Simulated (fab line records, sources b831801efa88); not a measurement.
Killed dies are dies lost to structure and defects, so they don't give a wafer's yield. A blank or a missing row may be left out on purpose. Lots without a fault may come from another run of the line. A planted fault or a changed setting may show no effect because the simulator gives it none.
Which tool did it? | flow sky130 | 15 lots, 45 wafers sampled, at 3 steps of a route of 708

WHAT THE GAUGES READ, wafer by wafer
SKY_METAL2_CD_MEAS_15: target cd 140 nm. Usual: cd_nm 139.2 nm, standard deviation 1.5.
lot  | measured     | on        | cd_nm (nm)        | flag
L468 | day 36 00:29 | cd_sem-01 | 138.5 138.4 139.7 |
L469 | day 36 11:52 | cd_sem-02 | 137.6 139.2 141.1 |
L470 | day 36 14:04 | cd_sem-01 | 142.3 141.1 140.3 |
L471 | day 37 02:48 | cd_sem-01 | 140.4 137.3 138.1 |
L475 | day 38 10:50 | cd_sem-02 | 140.3 140.2 139.5 |
L476 | day 38 15:49 | cd_sem-01 | 137.1 136.4 139.0 |
L477 | day 39 01:07 | cd_sem-02 | 140.1 139.5 140.0 |
L478 | day 39 06:11 | cd_sem-01 | 140.5 140.3 140.3 |
L481 | day 39 23:52 | cd_sem-01 | 137.4 138.5 139.0 |
L483 | day 40 17:02 | cd_sem-02 | 139.4 139.4 139.1 |
L486 | day 41 11:29 | cd_sem-02 | 139.8 138.9 137.5 |
L487 | day 41 17:27 | cd_sem-01 | 141.6 141.6 140.2 |
L489 | day 42 09:42 | cd_sem-02 | 138.9 140.7 138.1 |
L490 | day 42 11:19 | cd_sem-01 | 136.7 135.8 136.5 |
L491 | day 42 15:13 | cd_sem-02 | 137.6 138.7 139.2 |

SKY_VIA2_THK_MEAS_01. Usual: VIA2_HDPCVD_THK 1179 nm, standard deviation 12.
lot  | measured     | on            | VIA2_HDPCVD_THK (nm) | flag
L468 | day 36 01:43 | film_metro-03 | 1187 1195 1202       |
L469 | day 36 12:56 | film_metro-02 | 1159 1158 1150       |
L470 | day 36 15:08 | film_metro-04 | 1163 1150 1177       |
L471 | day 37 03:52 | film_metro-02 | 1181 1191 1166       |
L475 | day 38 11:56 | film_metro-03 | 1184 1155 1180       |
L476 | day 38 17:05 | film_metro-03 | 1171 1178 1162       |
L477 | day 39 02:12 | film_metro-02 | 1193 1182 1197       |
L478 | day 39 07:14 | film_metro-02 | 1187 1178 1188       |
L481 | day 40 00:56 | film_metro-02 | 1180 1176 1176       |
L483 | day 40 18:06 | film_metro-04 | 1191 1204 1205       |
L486 | day 41 12:32 | film_metro-04 | 1178 1191 1197       |
L487 | day 41 18:34 | film_metro-03 | 1167 1171 1172       |
L489 | day 42 10:51 | film_metro-02 | 1170 1177 1181       |
L490 | day 42 12:25 | film_metro-04 | 1171 1170 1171       |
L491 | day 42 16:19 | film_metro-04 | 1182 1171 1193       |

WHICH TOOL RAN EACH LOT (tool, then ch and the chambers of the sampled wafers, then the start)
lot  | SKY_METAL2_SPUTTER_02
L468 | pvd_sputter-04, day 34 21:25
L469 | pvd_sputter-02, day 35 07:55
L470 | pvd_sputter-04, day 35 11:24
L471 | pvd_sputter-02, day 36 00:44
L475 | pvd_sputter-02, day 37 08:08
L476 | pvd_sputter-04, day 37 13:19
L477 | pvd_sputter-02, day 37 22:32
L478 | pvd_sputter-04, day 38 03:37
L481 | pvd_sputter-02, day 38 21:58
L483 | pvd_sputter-04, day 39 16:14
L486 | pvd_sputter-02, day 40 10:05
L487 | pvd_sputter-04, day 40 16:06
L489 | pvd_sputter-04, day 41 09:29
L490 | pvd_sputter-02, day 41 11:11
L491 | pvd_sputter-02, day 41 14:22
- SKY_METAL2_SPUTTER_02: material AlCu, target thk 250 nm, time 13.3 s.

WHAT THE TOOLS THEMSELVES READ (means of the sampled wafers that have a number; where no wafer has one, the mark that the record gives instead)
SKY_METAL2_SPUTTER_02. Usual: cathode_dc_power_W 10600 W, standard deviation 1.9; chamber_pressure_pa 0.4000 Pa, standard deviation 0.00084; throttle_valve_pct 29.4 %, standard deviation 0.88.
lot  | tool           | cathode_dc_power_W (W) | chamber_pressure_pa (Pa) | throttle_valve_pct (%) | flag
L468 | pvd_sputter-04 | 10601                  | 0.3996                   | 29.4                   |
L469 | pvd_sputter-02 | 10600                  | 0.3998                   | 29.2                   |
L470 | pvd_sputter-04 | 10599                  | 0.3997                   | 29.9                   |
L471 | pvd_sputter-02 | 10600                  | 0.4002                   | 28.6                   |
L475 | pvd_sputter-02 | 10599                  | 0.3995                   | 28.2                   |
L476 | pvd_sputter-04 | 10600                  | 0.4007                   | 29.8                   |
L477 | pvd_sputter-02 | 10599                  | 0.4005                   | 29.3                   |
L478 | pvd_sputter-04 | 10598                  | 0.4005                   | 29.5                   |
L481 | pvd_sputter-02 | 10600                  | 0.4003                   | 28.1                   |
L483 | pvd_sputter-04 | 10600                  | 0.4006                   | 29.4                   |
L486 | pvd_sputter-02 | 10599                  | 0.4001                   | 29.7                   |
L487 | pvd_sputter-04 | 10599                  | 0.4000                   | 29.9                   |
L489 | pvd_sputter-04 | 10601                  | 0.4000                   | 29.8                   |
L490 | pvd_sputter-02 | 10598                  | 0.4004                   | 29.2                   |
L491 | pvd_sputter-02 | 10600                  | 0.4000                   | 28.7                   |

THE ANSWER, worked out from the rows above alone
Rule: a lot is off if the mean of its wafers that have a number lies more than 3 standard deviations from the usual mean. A lot without any number at a reading at which 4 lots or more have one is off too. The other lots that the step has rows for count as sound. The gauges are gone through in route order, then the tools' own readings, and for those a lot's mean is taken as printed above. The first step at which some lot is off is used, and at that step the reading that is off furthest; a lot without a number counts as furthest.
No lot is off at any reading shown: from this, nothing can be told.

WHAT THE SIMULATOR HAD PUT IN
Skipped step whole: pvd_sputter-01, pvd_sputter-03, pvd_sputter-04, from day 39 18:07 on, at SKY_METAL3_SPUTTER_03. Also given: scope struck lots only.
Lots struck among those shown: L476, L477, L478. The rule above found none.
